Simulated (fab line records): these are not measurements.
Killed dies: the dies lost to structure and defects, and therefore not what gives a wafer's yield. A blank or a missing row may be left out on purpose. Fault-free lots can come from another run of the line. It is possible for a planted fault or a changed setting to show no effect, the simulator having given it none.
One fault through the eyes of 2 desks -- flow sky130 -- what lay behind the numbers comes last; until then each desk has only its own

## THE METROLOGY DESK
What the gauges read for every lot (on any tool): the sampled wafers with a number, averaged. The brackets show how far a lot's mean lies from the usual mean; more than 4 standard deviations puts the lot out of limits, marked OUT.
Columns: A = LOCAL_INTERCONNECT_OVL at SKY_LOCAL_INTERCONNECT_OVL_MEAS_12, usual -4 nm
lot,first seen here,A
L964,day 29 16:06,-8
L965,day 30 18:21,0
L966,day 31 14:01,-3
L968,day 31 17:20,-3
L976,day 35 15:00,-5
L975,day 35 15:39,-4
L981,day 35 21:23,-6
L984,day 37 00:30,-6
L986,day 37 08:51,-3
L987,day 37 23:02,-3
This desk's finding: nothing out of limits on any of the 10 lots.

## AT THE TOOL OWNER'S DESK: plasma_asher-02
The tool's own readings at SKY_LOCAL_INTERCONNECT_STRIP_15 (strips in O2/N2): means of the sampled wafers that have a number, for each lot that ran on this tool. The brackets show how far a lot's mean lies from the usual mean; more than 4 standard deviations puts the lot out of limits, marked OUT.
Columns: A = chamber_pressure_mTorr at SKY_LOCAL_INTERCONNECT_STRIP_15, usual 1500.1 mTorr; B = drypump_motor_current_A at SKY_LOCAL_INTERCONNECT_STRIP_15, usual 5.5 A; C = oes_product_au at SKY_LOCAL_INTERCONNECT_STRIP_15, usual 0.427 a.u.; D = strip_time_to_endpoint_s at SKY_LOCAL_INTERCONNECT_STRIP_15, usual 4.716 s
lot,first seen here,A,B,C,D
L965,day 30 18:30,1499.0,5.3,0.425,4.743
L966,day 31 14:11,1500.1,5.3,0.423,4.707
L976,day 35 15:09,1800.9 (+99 or more) OUT,5.3,0.426,4.567 (-7.8) OUT
L975,day 35 15:48,1799.8 (+99 or more) OUT,5.2,0.430,4.565 (-7.9) OUT
This desk finds L975, L976 out of limits, L976 being first, at day 35 15:09 (chamber_pressure_mTorr at SKY_LOCAL_INTERCONNECT_STRIP_15). In limits: L965, L966.

## PUT TOGETHER
On L975, L976, at day 35 15:09, an alarm was possible from the tool owner's desk.
The metrology desk saw nothing out of limits.
The metrology desk holds a record of L975, L976, inside its limits.
The lots listed all ran SKY_LOCAL_INTERCONNECT_STRIP_15 on plasma_asher-02.

## WHAT THE SIMULATOR HAD PUT IN
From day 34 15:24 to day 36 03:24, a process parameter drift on plasma_asher-02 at SKY_LOCAL_INTERCONNECT_STRIP_15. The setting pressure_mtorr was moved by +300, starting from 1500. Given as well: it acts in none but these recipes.
Struck lots among those shown: L975, L976.
Each desk's first reading out of limits, in hours after the fault started: the tool owner's desk, 24.
